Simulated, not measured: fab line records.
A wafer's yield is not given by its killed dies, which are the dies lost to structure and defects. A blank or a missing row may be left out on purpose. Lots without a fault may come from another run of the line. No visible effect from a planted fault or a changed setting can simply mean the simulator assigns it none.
Matching of chambers / flow gf180mcu / 4 sister chambers for GF_CONTACT_ETCH_16 on rie diel-01
The step etches BARC in N2/H2. 4 wafers are shown with their chamber, then 7 later ones without.

## WAFERS WITH THEIR CHAMBER
wafer=L090.2; chamber=1; drypump motor current A (A)=6.3
wafer=L090.3; chamber=0; drypump motor current A (A)=6.5
wafer=L091.2; chamber=2; drypump motor current A (A)=5.0
wafer=L091.4; chamber=3; drypump motor current A (A)=5.8

## WAFERS WHOSE CHAMBER IS MISSING
wafer=L091.6; drypump motor current A (A)=5.8
wafer=L092.4; drypump motor current A (A)=5.0
wafer=L092.5; drypump motor current A (A)=6.6
wafer=L092.6; drypump motor current A (A)=5.8
wafer=L094.1; drypump motor current A (A)=5.8
wafer=L094.4; drypump motor current A (A)=6.4
wafer=L094.5; drypump motor current A (A)=5.0

## CHAMBER TAKEN BY EACH
wafer=L091.6; from the rows above=3; in truth=3
wafer=L092.4; from the rows above=2; in truth=2
wafer=L092.5; from the rows above=0; in truth=0
wafer=L092.6; from the rows above=3; in truth=3
wafer=L094.1; from the rows above=3; in truth=3
wafer=L094.4; from the rows above=can't be placed: 0 or 1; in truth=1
wafer=L094.5; from the rows above=2; in truth=2
6 of 7 placed correctly. Cannot be placed on the basis of these rows: 1; the candidates contain the true chamber in 1. Wrongly placed: 0.
How it was worked out, from the rows above alone: a wafer's distance from a chamber is the root of the sum, over the readings, of the square of ((its reading less the chamber's mean) divided by the reading's scatter). If the next closest chamber is less than 2 further off than the closest, the wafer can't be placed; otherwise it belongs to the closest. A chamber's mean is the mean of its shown wafers. The scatter: with one shown wafer a chamber, the root of the mean of the squares of how far each hidden wafer lies from its nearest shown one.
